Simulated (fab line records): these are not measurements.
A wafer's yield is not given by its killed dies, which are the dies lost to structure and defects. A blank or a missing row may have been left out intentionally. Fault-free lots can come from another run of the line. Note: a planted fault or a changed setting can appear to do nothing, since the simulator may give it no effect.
Matching of chambers ; flow gf180mcu ; 4 sister chambers for GF_V3_CMP_26 on cmp-02
The step polishes, stops on SiO2, t overpolish 15 s, target thk 0 nm. 18 wafers are shown with their chamber, then 9 later ones without.

WAFERS PAIRED WITH THEIR CHAMBERS
wafer;chamber;motorCurrentA (A);retainingRingPressureFrac;timeToEndpointS (s)
L074.1;0;11.2;0.997;81
L074.2;2;11.6;1.000;81
L074.3;3;9.5;1.006;74
L075.1;0;11.5;0.998;77
L075.5;3;9.8;0.998;80
L075.6;2;12.0;1.004;86
L082.1;3;9.7;0.994;88
L082.3;0;11.4;0.990;82
L082.6;2;11.9;0.996;89
L085.1;1;14.8;0.991;76
L085.5;3;9.6;0.995;75
L085.6;2;11.5;1.002;79
L089.1;2;11.0;1.001;87
L089.5;3;9.8;1.000;82
L089.6;2;11.7;1.002;85
L090.2;2;11.6;0.995;87
L090.4;3;9.7;0.995;84
L090.6;2;11.9;1.001;88

SIGNATURES (means of the wafers above)
reading;chamber 0;chamber 1;chamber 2;chamber 3;scatter within a chamber
motorCurrentA;11.367;14.800;11.650;9.683;0.241
retainingRingPressureFrac;0.99500;0.99100;1.00012;0.99800;0.00384
timeToEndpointS;80.00;76.00;85.25;80.50;4.17
Rule: distance of a wafer from a chamber = root of the sum over the readings of ((wafer's reading minus chamber's mean) / reading's scatter) squared. The wafer belongs to the nearest chamber; if the next one is less than 2 further off, it can't be placed. The scatter is the square root of a quotient: the sum, over the shown wafers, of each reading's squared deviation from its chamber's mean, divided by wafers minus chambers.

WAFERS MISSING THEIR CHAMBER
wafer;motorCurrentA (A);retainingRingPressureFrac;timeToEndpointS (s)
L091.1;9.2;1.007;82
L091.2;14.6;0.992;81
L091.3;11.6;1.001;87
L094.2;14.8;1.002;80
L094.4;12.2;0.997;80
L094.5;11.9;0.999;85
L095.1;10.8;0.996;75
L095.3;9.7;0.991;80
L095.6;12.1;0.994;86

WHICH CHAMBER EACH WENT THROUGH
wafer;from the rows above;in truth
L091.1;3;3
L091.2;1;1
L091.3;can't be placed: 2 or 0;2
L094.2;1;1
L094.4;can't be placed: 2 or 0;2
L094.5;can't be placed: 2 or 0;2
L095.1;can't be placed: 0 or 2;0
L095.3;3;3
L095.6;can't be placed: 2 or 0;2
Correct placement for 4 of the 9. Not placeable from these rows: 5 (in 5, the candidates include the true chamber). Placed wrongly: 0.
